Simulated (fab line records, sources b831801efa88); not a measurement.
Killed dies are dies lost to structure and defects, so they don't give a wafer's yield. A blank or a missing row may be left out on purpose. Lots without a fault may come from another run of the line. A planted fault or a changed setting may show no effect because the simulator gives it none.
fab line records | flow sfq_line | part 1 of 2: steps 1 to 27 of 39
record lots=5 wafers=15 last_day=92
route steps=325 shown JJ@186 M5@198 A5B@209 R5@212
lots that met no fault: from a run of the same line without faults
start_h: hours from the record's first day to the start of the lot's first wafer shown | wait_h: hours since the lot's step before | " the same as in the row above | L1.1+2: a row that stands for several wafers | - no value, or no start given | * or withheld: withheld | < > ~ a bound
route shown NAME@n: a module of which the file shows steps, and the number in the route of the first | usual: mean/standard deviation of fault-free wafers | same: alike in all rows | chamber/n: place in a boat | sites: the reading at each site | _std_site: their standard deviation | _edge_site: outer sites' mean less inner sites' | radius_mm: how far each site lies from the wafer's centre | mask NAME#n: copy n | behind: the tool/chamber that last shaped the wafer | hold: why the lot was held/for how many hours/how that ended | device: the transistor (n, p or np) that didn't switch | end of line: the same wafers' tests at the end of the route | a step without rows: its recipe alone | killed: dies lost to structure and defects at the first sort, not the wafer's yield | map: a wafer's dies, x killed, . not, _ none there
set.NAME: the setting as run; set.NAME@STEP: as run at that earlier step | model.NAME: the simulator's own value behind a step, which no gauge read
lots at some steps of the route; a table a step, a row a wafer
services: from which hour (start_h, from the record's first day; less than 0 if before it) a tool's chamber was out of use, for how many hours, and why
## steps
# step SFQ_TRILAYER_JJ_CE_LITHO_COAT_114
# recipe resist=KrF spin_rpm=3000 resist_thk_nm=600
# columns lot.wafer tool chamber start_h wait_h
L079.1+5+6 litho_track-02 0 1464.31 0.2
L087.1+2+3 litho_track-04 0 1519.63 0.2
L088.1+3+4 litho_track-02 0 1526.76 0.2
L089.1+2+6 litho_track-04 0 1548.01 0.2
L096.3+4+5 litho_track-04 0 1604.66 0.2
# step SFQ_TRILAYER_JJ_CE_LITHO_SOFTBAKE_118
# recipe temp_c=withheld time_s=withheld resist=KrF
# columns lot.wafer tool chamber start_h wait_h
L079.1+5+6 litho_track-02 0 1464.61 0.2
L087.1+2+3 litho_track-04 0 1519.93 0.2
L088.1+3+4 litho_track-02 0 1527.06 0.2
L089.1+2+6 litho_track-04 0 1548.31 0.2
L096.3+4+5 litho_track-04 0 1604.91 0.2
# step SFQ_TRILAYER_JJ_CE_LITHO_EXPOSE_115
# recipe mask_id=J5 na=0.6 source_shape=conventional sigma_outer=0.65 target_cd_nm=700 dose_mj=14.4
# columns lot.wafer tool chamber start_h wait_h mask
L079.1+5+6 krf_scanner-01 0 1560.66 - J5#0
L087.1+2+3 krf_scanner-01 0 1570.26 - J5#0
L088.1+3+4 krf_scanner-01 0 1571.46 - J5#0
L089.1+2+6 krf_scanner-02 0 1641.50 - J5#0
L096.3+4+5 krf_scanner-02 0 1712.70 - J5#0
# step SFQ_TRILAYER_JJ_CE_LITHO_PEB_117
# recipe peb_temp_c=115 peb_time_s=60 resist=KrF
# columns lot.wafer tool chamber start_h wait_h
L079.1+5+6 litho_track-04 0 1561.86 1.0
L087.1+2+3 litho_track-04 0 1571.46 1.0
L088.1+3+4 litho_track-02 0 1572.66 1.0
L089.1+2+6 litho_track-04 0 1642.70 1.0
L096.3+4+5 litho_track-04 0 1713.55 0.7
# step SFQ_TRILAYER_JJ_CE_LITHO_DEVELOP_116
# recipe time_s=60 resist=KrF
# columns lot.wafer tool chamber start_h wait_h
L079.1+5+6 litho_track-04 0 1562.01 0.1
L087.1+2+3 litho_track-04 0 1571.61 0.1
L088.1+3+4 litho_track-02 0 1572.81 0.1
L089.1+2+6 litho_track-04 0 1642.85 0.1
L096.3+4+5 litho_track-04 0 1713.70 0.1
# step SFQ_JJ_OVL_MEAS_931
# usual J5_OVL=2/6.3
# columns lot.wafer tool chamber start_h wait_h J5_OVL[nm]
L079.1 overlay-02 - 1562.16 0.1 -1
L079.5 " - " " 4
L079.6 " - " " -2
L087.1 overlay-02 - 1571.76 0.1 16
L087.2 " - " " 5
L087.3 " - " " 13
L088.1 overlay-02 - 1572.96 0.1 0
L088.3 " - " " -4
L088.4 " - " " 4
L089.1 overlay-01 - 1643.00 0.1 13
L089.2 " - " " 5
L089.6 " - " " 10
L096.3 overlay-02 - 1713.82 0.1 6
L096.4 " - " " 2
L096.5 " - " " 4
# step SFQ_TRILAYER_JJ_CE_METRO_MEASURE_117
# usual cd_nm=700.0/1.2
# columns lot.wafer tool chamber start_h wait_h cd_nm
L079.1 cd_sem-01 - 1562.20 0.0 700.4
L079.5 " - " " 700.5
L079.6 " - " " 701.3
L087.1 cd_sem-01 - 1571.80 0.0 700.7
L087.2 " - " " 700.2
L087.3 " - " " 700.2
L088.1 cd_sem-02 - 1573.00 0.0 699.8
L088.3 " - " " 700.6
L088.4 " - " " 701.1
L089.1 cd_sem-01 - 1643.04 0.0 701.4
L089.2 " - " " 701.5
L089.6 " - " " 702.0
L096.3 cd_sem-02 - 1714.24 0.4 699.4
L096.4 " - " " 700.3
L096.5 " - " " 701.4
# step SFQ_TRILAYER_JJ_CE_BARC_OPEN_RIE_150
# recipe mask_material=PR chemistry=O2 target_depth_nm=240 target=BARC icp_w=600 bias_w=80 pressure_mtorr=10 time_s=80
# usual drypump_motor_current_A=5.73/0.24 oes_product_au=0.538/0.0043
# columns lot.wafer tool chamber start_h wait_h drypump_motor_current_A oes_product_au rf_hours_counter_h
L079.1 rie_metal-02 1 1563.40 1.0 5.75 0.532 93
L079.5 " 1 " " 5.77 0.537 -
L079.6 " 0 " " 5.98 0.539 -
L087.1 rie_metal-01 0 1573.19 1.2 5.81 0.536 108
L087.2 " 1 " " 5.71 0.539 45
L087.3 " 1 " " 5.72 0.541 -
L088.1 rie_metal-04 0 1574.20 1.0 5.16 0.535 40
L088.3 " 0 " " 5.17 0.538 -
L088.4 " 1 " " 5.35 0.528 -
L089.1 rie_metal-04 0 1644.24 1.0 5.18 0.544 45
L089.2 " 1 " " 5.36 0.534 31
L089.6 " 0 " " 5.18 0.540 -
L096.3 rie_metal-02 0 1715.07 0.6 6.04 0.530 -
L096.4 " 1 " " 5.76 0.545 -
L096.5 " 0 " " 6.00 0.540 -
# step SFQ_TRILAYER_JJ_CE_ETCH_RIE_118
# recipe target=Nb stop_on=Al2O3 mask_material=PR taper_deg=13.257 over_etch_frac=0.15 time_s=97.7 chemistry=SF6 target_depth_nm=170 icp_w=600 bias_w=80 pressure_mtorr=10
# usual drypump_motor_current_A=5.74/0.24 oes_product_au=0.990/0.0061
# same over_etch_frac=0.15
# columns lot.wafer tool chamber start_h wait_h drypump_motor_current_A oes_product_au rf_hours_counter_h
L079.1 rie_metal-02 1 1563.49 0.1 5.76 0.984 93
L079.5 " 1 " " 5.77 0.996 -
L079.6 " 0 " " 5.99 0.985 -
L087.1 rie_metal-01 0 1573.28 0.1 5.82 0.980 109
L087.2 " 1 " " 5.71 0.979 45
L087.3 " 1 " " 5.72 0.995 -
L088.1 rie_metal-04 0 1574.29 0.1 5.19 0.991 40
L088.3 " 0 " " 5.18 0.999 -
L088.4 " 1 " " 5.32 0.985 -
L089.1 rie_metal-04 0 1644.33 0.1 5.17 0.996 45
L089.2 " 1 " " 5.32 0.999 31
L089.6 " 0 " " 5.18 0.998 -
L096.3 rie_metal-02 0 1715.17 0.1 5.99 0.991 -
L096.4 " 1 " " 5.76 1.001 -
L096.5 " 0 " " 6.00 0.988 -
# step SFQ_TRILAYER_JJ_ANODIZE_ANODIZE_119
# recipe current_density_ma_cm2=withheld end_current_density_ma_cm2=withheld bath_temp_c=withheld
# columns lot.wafer tool chamber start_h wait_h
L079.1+5+6 wet_bench-05 4,0,7 1563.59 0.1
L087.1+2+3 wet_bench-05 0,7,4 1573.39 0.1
L088.1+3+4 wet_bench-06 5,6,1 1574.39 0.1
L089.1+2+6 wet_bench-05 6,5,1 1644.44 0.1
L096.3+4+5 wet_bench-06 5,4,0 1715.24 0.0
# step SFQ_TRILAYER_JJ_CE_STRIP_STRIP_120
# recipe gas=O2 power_w=200 platen_temp_c=40 overash_fraction=0.65 chemistry=O2 pressure_mtorr=50
# usual drypump_motor_current_A=5.68/0.24 oes_product_au=1.001/0.0067
# columns lot.wafer tool chamber start_h wait_h drypump_motor_current_A oes_product_au rf_hours_counter_h
L079.1 rie_metal-02 1 1564.09 0.0 5.77 1.004 94
L079.5 " 1 " " 5.75 0.998 -
L079.6 " 0 " " 5.98 0.996 -
L087.1 rie_metal-02 0 1573.89 0.0 5.95 0.993 126
L087.2 " 1 " " 5.76 1.003 98
L087.3 " 1 " " 5.77 0.992 -
L088.1 rie_metal-04 0 1574.89 0.0 5.17 1.000 40
L088.3 " 0 " " 5.17 1.008 -
L088.4 " 1 " " 5.33 1.000 -
L089.1 rie_metal-02 0 1644.94 0.0 6.01 1.005 4
L089.2 " 1 " " 5.75 1.003 106
L089.6 " 1 " " 5.76 1.006 -
L096.3 rie_metal-01 0 1715.94 0.2 5.81 1.002 -
L096.4 " 1 " " 5.71 1.013 -
L096.5 " 1 " " 5.70 1.004 -
# step SFQ_TRILAYER_JJ_CE_STRIP_SOLV_CLEAN_121
# recipe chemistry=NMP temp_c=70 time_s=600
# columns lot.wafer tool chamber start_h wait_h
L079.1+5+6 wet_bench-02 3,4,7 1564.69 0.4
L087.1+2+3 wet_bench-03 0,4,2 1574.49 0.4
L088.1+3+4 wet_bench-02 5,7,2 1575.49 0.4
L089.1+2+6 wet_bench-04 0,1,6 1645.54 0.4
L096.3+4+5 wet_bench-04 0,5,3 1716.34 0.2
# step SFQ_TRILAYER_M5_LITHO_COAT_128
# recipe resist=BARC spin_rpm=3000 resist_thk_nm=62
# columns lot.wafer tool chamber start_h wait_h
L079.1+5+6 litho_track-04 0 1564.87 0.0
L087.1+2+3 litho_track-04 0 1574.66 0.0
L088.1+3+4 litho_track-01 0 1575.67 0.0
L089.1+2+6 litho_track-03 0 1645.71 0.0
L096.3+4+5 litho_track-01 0 1716.61 0.1
# step SFQ_TRILAYER_M5_LITHO_COAT_123
# recipe resist=KrF spin_rpm=3000 resist_thk_nm=600
# columns lot.wafer tool chamber start_h wait_h
L079.1+5+6 litho_track-04 0 1565.17 0.2
L087.1+2+3 litho_track-04 0 1574.96 0.2
L088.1+3+4 litho_track-01 0 1575.97 0.2
L089.1+2+6 litho_track-03 0 1646.01 0.2
L096.3+4+5 litho_track-01 0 1716.91 0.2
# step SFQ_TRILAYER_M5_LITHO_SOFTBAKE_127
# recipe temp_c=withheld time_s=withheld resist=KrF
# columns lot.wafer tool chamber start_h wait_h
L079.1+5+6 litho_track-04 0 1565.47 0.2
L087.1+2+3 litho_track-04 0 1575.26 0.2
L088.1+3+4 litho_track-01 0 1576.27 0.2
L089.1+2+6 litho_track-03 0 1646.31 0.2
L096.3+4+5 litho_track-01 0 1717.16 0.2
# step SFQ_TRILAYER_M5_LITHO_EXPOSE_124
# recipe mask_id=M5 na=0.6 source_shape=conventional sigma_outer=0.65 target_cd_nm=700 dose_mj=14.4
# columns lot.wafer tool chamber start_h wait_h mask
L079.1+5+6 krf_scanner-02 0 1661.90 - M5#0
L087.1+2+3 krf_scanner-02 0 1677.50 - M5#0
L088.1+3+4 krf_scanner-02 0 1679.90 - M5#0
L089.1+2+6 krf_scanner-02 0 1748.25 - M5#0
L096.3+4+5 krf_scanner-02 0 1810.82 - M5#0
# step SFQ_TRILAYER_M5_LITHO_PEB_126
# recipe peb_temp_c=115 peb_time_s=60 resist=KrF
# columns lot.wafer tool chamber start_h wait_h
L079.1+5+6 litho_track-04 0 1663.10 1.0
L087.1+2+3 litho_track-04 0 1678.70 1.0
L088.1+3+4 litho_track-04 0 1681.10 1.0
L089.1+2+6 litho_track-01 0 1749.45 1.0
L096.3+4+5 litho_track-01 0 1811.67 0.7
# step SFQ_TRILAYER_M5_LITHO_DEVELOP_125
# recipe time_s=60 resist=KrF
# columns lot.wafer tool chamber start_h wait_h
L079.1+5+6 litho_track-04 0 1663.25 0.1
L087.1+2+3 litho_track-04 0 1678.85 0.1
L088.1+3+4 litho_track-04 0 1681.25 0.1
L089.1+2+6 litho_track-01 0 1749.60 0.1
L096.3+4+5 litho_track-01 0 1811.82 0.1
# step SFQ_M5_OVL_MEAS_932
# usual M5_OVL=-4/6
# columns lot.wafer tool chamber start_h wait_h M5_OVL[nm]
L079.1 overlay-02 - 1663.40 0.1 -6
L079.5 " - " " -2
L079.6 " - " " 0
L087.1 overlay-01 - 1679.00 0.1 -7
L087.2 " - " " -10
L087.3 " - " " -10
L088.1 overlay-02 - 1681.40 0.1 6
L088.3 " - " " 2
L088.4 " - " " 2
L089.1 overlay-01 - 1749.75 0.1 3
L089.2 " - " " 3
L089.6 " - " " -3
L096.3 overlay-02 - 1811.93 0.1 -5
L096.4 " - " " 2
L096.5 " - " " 2
# step SFQ_TRILAYER_M5_BARC_OPEN_METAL_ETCH_161
# recipe mask_material=PR chemistry=O2 target_depth_nm=125 target=BARC icp_w=600 bias_w=80 pressure_mtorr=10 time_s=41.7
# usual drypump_motor_current_A=5.63/0.23 oes_product_au=0.685/0.0047
# columns lot.wafer tool chamber start_h wait_h drypump_motor_current_A oes_product_au rf_hours_counter_h
L079.1 rie_metal-03 0 1663.44 0.0 5.64 0.680 15
L079.5 " 1 " " 5.29 0.682 -
L079.6 " 0 " " 5.58 0.683 -
L087.1 rie_metal-03 1 1679.04 0.0 5.29 0.690 34
L087.2 " 0 " " 5.61 0.686 18
L087.3 " 1 " " 5.33 0.687 -
L088.1 rie_metal-01 0 1681.44 0.0 5.82 0.680 121
L088.3 " 1 " " 5.71 0.690 -
L088.4 " 0 " " 5.84 0.684 -
L089.1 rie_metal-03 0 1749.78 0.0 5.58 0.687 28
L089.2 " 1 " " 5.32 0.686 45
L089.6 " 1 " " 5.33 0.692 -
L096.3 rie_metal-03 1 1811.98 0.0 5.32 0.686 -
L096.4 " 0 " " 5.57 0.686 -
L096.5 " 0 " " 5.57 0.683 -
# step SFQ_TRILAYER_M5_ETCH_METAL_ETCH_126
# recipe target=Nb stop_on=SiO2 mask_material=PR over_etch_frac=0.15 time_s=203.2 chemistry=Cl2/BCl3 target_depth_nm=265 icp_w=600 bias_w=80 pressure_mtorr=10
# usual drypump_motor_current_A=5.63/0.23 oes_product_au=0.730/0.0056
# same over_etch_frac=0.15
# columns lot.wafer tool chamber start_h wait_h drypump_motor_current_A oes_product_au rf_hours_counter_h
L079.1 rie_metal-03 0 1663.50 0.0 5.61 0.731 15
L079.5 " 1 " " 5.33 0.727 -
L079.6 " 0 " " 5.61 0.734 -
L087.1 rie_metal-03 1 1679.10 0.0 5.29 0.729 35
L087.2 " 0 " " 5.60 0.723 18
L087.3 " 1 " " 5.29 0.726 -
L088.1 rie_metal-01 0 1681.50 0.0 5.82 0.736 121
L088.3 " 1 " " 5.72 0.736 -
L088.4 " 0 " " 5.82 0.733 -
L089.1 rie_metal-03 0 1749.84 0.0 5.57 0.734 29
L089.2 " 1 " " 5.33 0.733 45
L089.6 " 1 " " 5.33 0.726 -
L096.3 rie_metal-03 1 1812.08 0.1 5.29 0.732 -
L096.4 " 0 " " 5.63 0.726 -
L096.5 " 0 " " 5.62 0.736 -
# step SFQ_TRILAYER_M5_STRIP_STRIP_127
# recipe gas=O2 power_w=200 platen_temp_c=40 overash_fraction=0.65 chemistry=O2 pressure_mtorr=50
# usual drypump_motor_current_A=5.63/0.23 oes_product_au=1.000/0.0066
# columns lot.wafer tool chamber start_h wait_h drypump_motor_current_A oes_product_au rf_hours_counter_h
L079.1 rie_metal-03 0 1663.69 0.1 5.57 1.001 15
L079.5 " 1 " " 5.34 1.007 -
L079.6 " 0 " " 5.57 0.988 -
L087.1 rie_metal-03 1 1679.29 0.1 5.32 0.998 35
L087.2 " 0 " " 5.58 0.987 18
L087.3 " 1 " " 5.33 1.000 -
L088.1 rie_metal-01 0 1681.69 0.1 5.83 0.997 121
L088.3 " 1 " " 5.72 1.011 -
L088.4 " 0 " " 5.83 0.998 -
L089.1 rie_metal-03 0 1750.04 0.1 5.61 0.999 29
L089.2 " 1 " " 5.33 0.994 46
L089.6 " 1 " " 5.31 1.001 -
L096.3 rie_metal-03 1 1812.41 0.3 5.31 0.998 -
L096.4 " 0 " " 5.59 0.991 -
L096.5 " 0 " " 5.58 0.996 -
# step SFQ_TRILAYER_M5_STRIP_SOLV_CLEAN_128
# recipe chemistry=NMP temp_c=70 time_s=600
# columns lot.wafer tool chamber start_h wait_h
L079.1+5+6 wet_bench-01 0,2,6 1664.29 0.4
L087.1+2+3 wet_bench-01 2,3,4 1679.89 0.4
L088.1+3+4 wet_bench-03 4,6,3 1682.29 0.4
L089.1+2+6 wet_bench-03 6,1,2 1750.64 0.4
L096.3+4+5 wet_bench-02 2,1,3 1812.81 0.2
# step SFQ_TRILAYER_A5B_DEP_PECVD_129
# recipe material=SiO2 temp_c=150 time_s=133.33 pressure_torr=2.4 rf_w=183.3 precursor=SiH4/N2O target_thk_nm=600
# usual heater_power_w=86/20 throttle_valve_pct=24.9/1.1
# columns lot.wafer tool chamber start_h wait_h heater_power_w throttle_valve_pct
L079.1 pecvd-01 2 1664.47 0.0 86 25.5
L079.5 " 1 " " 127 25.3
L079.6 " 0 " " 53 23.8
L087.1 pecvd-01 1 1680.07 0.0 122 25.6
L087.2 " 2 " " 86 25.9
L087.3 " 0 " " 54 24.0
L088.1 pecvd-03 1 1682.47 0.0 96 23.8
L088.3 " 2 " " 98 26.5
L088.4 " 1 " " 81 23.9
L089.1 pecvd-02 0 1750.81 0.0 87 23.9
L089.2 " 1 " " 92 24.6
L089.6 " 2 " " 91 25.7
L096.3 pecvd-03 1 1813.04 0.0 95 23.8
L096.4 " 2 " " 112 26.9
L096.5 " 1 " " 97 23.9
# step SFQ_TRILAYER_A5B_CMP_CMP_130
# recipe stop_on=Nb down_force_psi=3 platen_rpm=60 target_thk_nm=340.7
# usual motor_current_A=10.6/0.86 retaining_ring_pressure_frac=1.000/0.0048
# columns lot.wafer tool chamber start_h wait_h motor_current_A retaining_ring_pressure_frac
L079.1 cmp-02 3 1665.06 0.5 10.7 1.001
L079.6 " 2 1666.56 2.0 10.9 0.991
L079.5 " 3 " " 11.2 0.996
L087.3 cmp-01 2 1681.96 1.8 10.6 1.000
L087.2 " 3 " " 10.0 0.996
L087.1 " 0 " " 10.6 0.995
L088.4 cmp-02 0 1683.06 0.5 10.9 1.004
L088.3 " 1 " " 11.6 1.008
L088.1 " 2 " " 9.6 1.002
L089.1 cmp-01 2 1755.94 5.1 11.2 1.000
L089.2 " 3 " " 10.0 1.005
L089.6 " 0 " " 11.5 0.996
L096.3 cmp-02 0 1813.13 0.0 11.0 0.993
L096.4 " 1 " " 11.5 0.997
L096.5 " 0 1815.13 2.0 10.7 0.999
# step SFQ_TRILAYER_A5B_METRO_MEASURE_131
# usual thk_nm=339/3.9
# columns lot.wafer tool chamber start_h wait_h thk_nm
L079.1 film_metro-02 - 1667.56 2.0 344
L079.5 " - " " 342
L079.6 " - " " 342
L087.1 film_metro-04 - 1684.96 1.5 332
L087.2 " - " " 336
L087.3 " - " " 335
L088.1 film_metro-02 - 1685.56 1.0 341
L088.3 " - " " 350
L088.4 " - " " 344
L089.1 film_metro-04 - 1757.94 1.5 339
L089.2 " - " " 341
L089.6 " - " " 337
L096.3 film_metro-02 - 1816.53 2.9 338
L096.4 " - " " 338
L096.5 " - " " 338
# step SFQ_TRILAYER_R5_DEP_SPUTTER_132
# recipe material=Ti base_pressure_pa=1.33e-06 target_thk_nm=5 power_w=2000 time_s=5 chamber_pressure_pa=0.4
# usual base_pressure_pa=1.34e-06/9.6e-08 cathode_dc_power_W=1999.9/0.35 chamber_pressure_pa=0.3999/0.00077 throttle_valve_pct=29.7/0.73
# columns lot.wafer tool chamber start_h wait_h base_pressure_pa cathode_dc_power_W chamber_pressure_pa throttle_valve_pct
L079.1 pvd_sputter-04 - 1668.76 1.0 1.35e-06 2000.5 0.3991 28.9
L079.5 " - " " 1.24e-06 2000.2 0.4009 28.8
L079.6 " - " " 1.33e-06 1999.8 0.4000 30.8
L087.1 pvd_sputter-04 - 1686.16 1.0 1.5e-06 2000.1 0.4014 29.2
L087.2 " - " " 1.52e-06 1999.9 0.4002 28.8
L087.3 " - " " 1.26e-06 1999.6 0.4006 28.9
L088.1 pvd_sputter-05 - 1686.76 1.0 1.47e-06 2000.3 0.4004 29.7
L088.3 " - " " 1.34e-06 1999.8 0.3994 30.6
L088.4 " - " " 1.5e-06 1999.6 0.3981 30.3
L089.1 pvd_sputter-05 - 1759.14 1.0 1.33e-06 1999.8 0.4009 30.0
L089.2 " - " " 1.2e-06 1999.8 0.4003 29.1
L089.6 " - " " 1.26e-06 1999.3 0.4004 29.4
L096.3 pvd_sputter-06 - 1817.33 0.6 1.29e-06 1999.6 0.3997 29.0
L096.4 " - " " 1.44e-06 1999.4 0.3991 30.0
L096.5 " - " " 1.4e-06 1999.4 0.3996 28.8
